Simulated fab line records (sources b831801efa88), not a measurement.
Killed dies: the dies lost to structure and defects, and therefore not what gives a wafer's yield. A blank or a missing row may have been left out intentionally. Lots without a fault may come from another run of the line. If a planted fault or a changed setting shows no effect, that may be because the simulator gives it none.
fab line records	flow gf180mcu
record lots=15	wafers=45	last-day=34
route steps=602 shown HV_LDD@195
lots untouched by any fault: they come from a run of this same line in which no faults occurred
start-h: hours from the record's opening day to when the first of the lot's shown wafers began	wait-h: hours from the lot's prior step to this one	" repeats the value in the row above	L1.1+2: a row that stands for several wafers	- value missing, or start not given	* or withheld: withheld	< > ~ a bound
route shown NAME@n: names a module that has steps shown in the file, with the first one's number in the route	usual: average and standard deviation across the fault-free wafers	same: alike in all rows	chamber/n: place in a boat	sites: readings site by site	_std_site: standard deviation of those values	_edge_site: outer sites' mean less inner sites'	radius-mm: how far each site lies from the wafer's centre	mask NAME#n: copy n	behind: tool/chamber where the wafer was last shaped	hold: the reason the lot was held/the length of the hold in hours/how it ended	device: whichever transistor did not switch (one of n, p or np)	end of line: tests of these same wafers at the route's end	a step given without rows: its recipe and nothing more	killed: dies lost to structure and defects at the first sort, not the wafer's yield	map: dies across one wafer; x = killed, . = not, _ = none there
set.NAME: the setting as run; set.NAME@STEP: as run at that earlier step	model.NAME: the simulator's own value behind a step, which no gauge read
the route's steps for a sample of lots (tables are steps, rows are wafers)
services: the hour from which a tool's chamber was out of use, counted from the record's first day as start-h (under 0 if before that day), plus the number of hours and why
## steps
# step GF_HV_LDD_CD_MEAS_19
# recipe target-cd-nm=400
# usual cd-nm=400.4/2.2
lot.wafer	tool	chamber	start-h	wait-h	cd-nm
L508.3	cd-sem-02	-	238.90	0.1	399.4
L508.4	"	-	"	"	400.6
L508.5	"	-	"	"	400.8
L509.4	cd-sem-02	-	244.74	0.1	401.8
L509.5	"	-	"	"	402.3
L509.6	"	-	"	"	403.4
L510.1	cd-sem-02	-	251.43	0.1	401.2
L510.2	"	-	"	"	401.9
L510.4	"	-	"	"	400.0
L511.3	cd-sem-02	-	257.50	0.1	400.1
L511.4	"	-	"	"	399.4
L511.5	"	-	"	"	397.3
L512.3	cd-sem-02	-	266.40	0.2	401.7
L512.4	"	-	"	"	402.9
L512.6	"	-	"	"	401.4
L519.2	cd-sem-02	-	323.14	0.1	397.0
L519.4	"	-	"	"	398.1
L519.6	"	-	"	"	395.1
L520.2	cd-sem-01	-	330.79	0.1	398.2
L520.3	"	-	"	"	398.0
L520.4	"	-	"	"	399.5
L521.4	cd-sem-02	-	336.95	0.1	405.4
L521.5	"	-	"	"	405.4
L521.6	"	-	"	"	405.3
L523.3	cd-sem-01	-	357.94	0.1	400.4
L523.4	"	-	"	"	400.7
L523.5	"	-	"	"	398.9
L525.4	cd-sem-01	-	365.33	0.1	399.7
L525.5	"	-	"	"	400.6
L525.6	"	-	"	"	398.8
L526.2	cd-sem-02	-	372.87	0.2	401.3
L526.5	"	-	"	"	401.9
L526.6	"	-	"	"	402.8
L527.1	cd-sem-01	-	378.37	0.1	399.4
L527.3	"	-	"	"	399.6
L527.6	"	-	"	"	400.4
L528.2	cd-sem-02	-	384.12	0.1	401.1
L528.3	"	-	"	"	402.8
L528.6	"	-	"	"	398.8
L530.3	cd-sem-02	-	400.16	0.1	400.0
L530.4	"	-	"	"	400.0
L530.6	"	-	"	"	397.8
L531.4	cd-sem-02	-	411.36	0.1	399.6
L531.5	"	-	"	"	400.4
L531.6	"	-	"	"	398.5
# step GF_HV_LDD_TW_MEAS_23
# usual HV_LDD_2_TW=1058/8.5
lot.wafer	tool	chamber	start-h	wait-h	HV_LDD_2_TW
L508.3	film-metro-02	-	239.28	0.1	1062
L508.4	"	-	"	"	1064
L508.5	"	-	"	"	1058
L509.4	film-metro-03	-	245.11	0.1	1071
L509.5	"	-	"	"	1064
L509.6	"	-	"	"	1071
L510.1	film-metro-01	-	251.83	0.1	1061
L510.2	"	-	"	"	1062
L510.4	"	-	"	"	1061
L511.3	film-metro-02	-	257.88	0.1	1051
L511.4	"	-	"	"	1053
L511.5	"	-	"	"	1049
L512.3	film-metro-03	-	266.79	0.1	1063
L512.4	"	-	"	"	1073
L512.6	"	-	"	"	1069
L519.2	film-metro-03	-	323.54	0.1	1060
L519.4	"	-	"	"	1057
L519.6	"	-	"	"	1055
L520.2	film-metro-03	-	331.19	0.1	1061
L520.3	"	-	"	"	1057
L520.4	"	-	"	"	1059
L521.4	film-metro-01	-	337.32	0.1	1053
L521.5	"	-	"	"	1051
L521.6	"	-	"	"	1051
L523.3	film-metro-03	-	358.33	0.1	1074
L523.4	"	-	"	"	1065
L523.5	"	-	"	"	1073
L525.4	film-metro-01	-	365.71	0.1	1044
L525.5	"	-	"	"	1042
L525.6	"	-	"	"	1045
L526.2	film-metro-01	-	373.26	0.1	1048
L526.5	"	-	"	"	1047
L526.6	"	-	"	"	1049
L527.1	film-metro-02	-	378.78	0.1	1053
L527.3	"	-	"	"	1053
L527.6	"	-	"	"	1059
L528.2	film-metro-01	-	384.52	0.1	1053
L528.3	"	-	"	"	1047
L528.6	"	-	"	"	1050
L530.3	film-metro-01	-	400.55	0.1	1052
L530.4	"	-	"	"	1045
L530.6	"	-	"	"	1051
L531.4	film-metro-03	-	411.74	0.1	1066
L531.5	"	-	"	"	1070
L531.6	"	-	"	"	1067
# step GF_HV_LDD_EXPOSE_28
# recipe mask-id=Nplus_HV_AREA	target-cd-nm=400	na=0.6	source-shape=conventional	sigma-outer=0.6	dose-mj=140
# usual exposure-dose-mJ-cm2=140.00/0.13	focus-offset-nm=0.0/0.55
lot.wafer	tool	chamber	start-h	wait-h	mask	exposure-dose-mJ-cm2	focus-offset-nm
L508.3	iline-stepper-01	0	248.55	-	Nplus_HV_AREA#0	139.91	1.0
L508.4	"	0	"	"	Nplus_HV_AREA#0	140.15	-0.5
L508.5	"	0	"	"	Nplus_HV_AREA#0	140.26	0.3
L509.4	iline-stepper-02	0	254.62	-	Nplus_HV_AREA#0	139.97	0.4
L509.5	"	0	"	"	Nplus_HV_AREA#0	139.99	-0.6
L509.6	"	0	"	"	Nplus_HV_AREA#0	140.00	0.1
L510.1	iline-stepper-01	0	261.86	-	Nplus_HV_AREA#0	139.93	-0.2
L510.2	"	0	"	"	Nplus_HV_AREA#0	139.77	0.0
L510.4	"	0	"	"	Nplus_HV_AREA#0	140.00	0.1
L511.3	iline-stepper-01	0	267.53	-	Nplus_HV_AREA#0	140.14	-0.9
L511.4	"	0	"	"	Nplus_HV_AREA#0	139.88	-0.8
L511.5	"	0	"	"	Nplus_HV_AREA#0	139.95	-0.9
L512.3	iline-stepper-02	0	276.22	-	Nplus_HV_AREA#0	139.83	0.2
L512.4	"	0	"	"	Nplus_HV_AREA#0	139.75	0.1
L512.6	"	0	"	"	Nplus_HV_AREA#0	140.12	0.6
L519.2	iline-stepper-02	-	333.17	-	Nplus_HV_AREA#0	-	-
L519.4	"	-	"	"	Nplus_HV_AREA#0	-	-
L519.6	"	-	"	"	Nplus_HV_AREA#0	-	-
L520.2	iline-stepper-01	-	342.32	-	Nplus_HV_AREA#0	-	-
L520.3	"	-	"	"	Nplus_HV_AREA#0	-	-
L520.4	"	-	"	"	Nplus_HV_AREA#0	-	-
L521.4	iline-stepper-02	-	348.61	-	Nplus_HV_AREA#0	-	-
L521.5	"	-	"	"	Nplus_HV_AREA#0	-	-
L521.6	"	-	"	"	Nplus_HV_AREA#0	-	-
L523.3	iline-stepper-02	0	369.28	-	Nplus_HV_AREA#0	140.02	-0.2
L523.4	"	0	"	"	Nplus_HV_AREA#0	139.86	-0.4
L523.5	"	0	"	"	Nplus_HV_AREA#0	140.09	-0.7
L525.4	iline-stepper-01	0	376.41	-	Nplus_HV_AREA#0	139.98	0.9
L525.5	"	0	"	"	Nplus_HV_AREA#0	139.97	-0.4
L525.6	"	0	"	"	Nplus_HV_AREA#0	140.08	-0.8
L526.2	iline-stepper-01	0	383.47	-	Nplus_HV_AREA#0	140.06	1.0
L526.5	"	0	"	"	Nplus_HV_AREA#0	139.84	0.3
L526.6	"	0	"	"	Nplus_HV_AREA#0	139.82	0.5
L527.1	iline-stepper-02	0	389.83	-	Nplus_HV_AREA#0	140.09	0.1
L527.3	"	0	"	"	Nplus_HV_AREA#0	139.91	-0.1
L527.6	"	0	"	"	Nplus_HV_AREA#0	139.88	-0.2
L528.2	iline-stepper-01	0	395.77	-	Nplus_HV_AREA#0	139.68	1.1
L528.3	"	0	"	"	Nplus_HV_AREA#0	139.66	-0.2
L528.6	"	0	"	"	Nplus_HV_AREA#0	139.99	-0.4
L530.3	iline-stepper-01	0	412.42	-	Nplus_HV_AREA#0	139.84	0.3
L530.4	"	0	"	"	Nplus_HV_AREA#0	140.03	-1.0
L530.6	"	0	"	"	Nplus_HV_AREA#0	140.05	0.3
L531.4	iline-stepper-02	0	423.61	-	Nplus_HV_AREA#0	139.79	0.4
L531.5	"	0	"	"	Nplus_HV_AREA#0	140.00	0.9
L531.6	"	0	"	"	Nplus_HV_AREA#0	139.79	-0.3
# step GF_HV_LDD_OVL_MEAS_47
# usual HV_LDD_03_OVL=-0.4/1.3
lot.wafer	tool	chamber	start-h	wait-h	HV_LDD_03_OVL[nm]
L508.3	overlay-01	-	277.31	0.1	-0.8
L508.4	"	-	"	"	-1.1
L508.5	"	-	"	"	0.2
L509.4	overlay-02	-	282.83	0.1	2.7
L509.5	"	-	"	"	1.4
L509.6	"	-	"	"	1.5
L510.1	overlay-01	-	291.13	0.1	-2.1
L510.2	"	-	"	"	-1.2
L510.4	"	-	"	"	-0.3
L511.3	overlay-02	-	296.96	0.1	-0.9
L511.4	"	-	"	"	1.0
L511.5	"	-	"	"	1.0
L512.3	overlay-02	-	307.11	0.1	-0.5
L512.4	"	-	"	"	0.2
L512.6	"	-	"	"	1.1
L519.2	overlay-01	-	366.68	0.1	-3.8
L519.4	"	-	"	"	-2.6
L519.6	"	-	"	"	-1.0
L520.2	overlay-01	-	375.75	0.1	-2.0
L520.3	"	-	"	"	-2.9
L520.4	"	-	"	"	-2.4
L521.4	overlay-02	-	381.53	0.1	0.3
L521.5	"	-	"	"	-0.6
L521.6	"	-	"	"	-0.4
L523.3	overlay-01	-	403.39	0.1	-2.5
L523.4	"	-	"	"	-1.3
L523.5	"	-	"	"	-1.7
L525.4	overlay-01	-	411.63	0.1	-1.7
L525.5	"	-	"	"	-0.5
L525.6	"	-	"	"	-0.3
L526.2	overlay-02	-	418.48	0.1	0.0
L526.5	"	-	"	"	0.0
L526.6	"	-	"	"	-0.5
L527.1	overlay-01	-	424.81	0.1	-2.0
L527.3	"	-	"	"	0.2
L527.6	"	-	"	"	-0.8
L528.2	overlay-02	-	432.66	0.1	1.0
L528.3	"	-	"	"	2.0
L528.6	"	-	"	"	1.2
L530.3	overlay-02	-	448.75	0.1	-2.7
L530.4	"	-	"	"	-1.3
L530.6	"	-	"	"	0.2
L531.4	overlay-01	-	461.52	0.1	0.1
L531.5	"	-	"	"	-0.6
L531.6	"	-	"	"	1.8
## services
tool	chamber	start-h	hours	kind
iline-stepper-01	-	229.18	0.9	repair
iline-stepper-01	-	309.10	10.2	repair
iline-stepper-01	-	319.28	2.1	pm
iline-stepper-01	-	321.36	-	consumable-replace:lamp
iline-stepper-02	-	363.18	4.4	repair
iline-stepper-02	-	374.20	1.7	pm
iline-stepper-01	-	383.69	1.7	pm
iline-stepper-02	-	394.01	4.4	pm
## key
first-sign step=GF_HV_LDD_EXPOSE_28	reading=tool-record	direction=missing
effect none on later readings
met-at GF_HV_LDD_EXPOSE_28
struck-lots L519,L520,L521
later-rows-left-out L519.2,L519.4,L519.6,L520.2,L520.3,L520.4,L521.4,L521.5,L521.6
sort-left-out L519.2,L519.4,L519.6,L520.2,L520.3,L520.4,L521.4,L521.5,L521.6
tester-left-out L519,L520,L521
not-acting-at GF_HV_LDD_CD_MEAS_19,GF_HV_LDD_TW_MEAS_23,GF_HV_LDD_OVL_MEAS_47
onset-between 276.22 333.17
fault kind=skipped-step-whole	tool=iline-stepper-01,iline-stepper-02	chamber=-	onset-h=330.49	steps=GF_HV_LDD_EXPOSE_28	scope=struck-lots-only
# tester-left-out: of these lots the tester's yield and bins aren't shown, on N5 and GAA mostly nor the transistor test; their killed dies are dies lost to structure and defects alone, not to doping, threshold or leakage, so they don't give the yield
# sort-left-out: the simulated sort isn't trusted on such a fault, so these wafers' sort isn't shown, and their yield isn't known
# later-rows-left-out: the simulator's readings of these wafers behind a module that went badly wrong aren't trusted and aren't shown, but for the sort
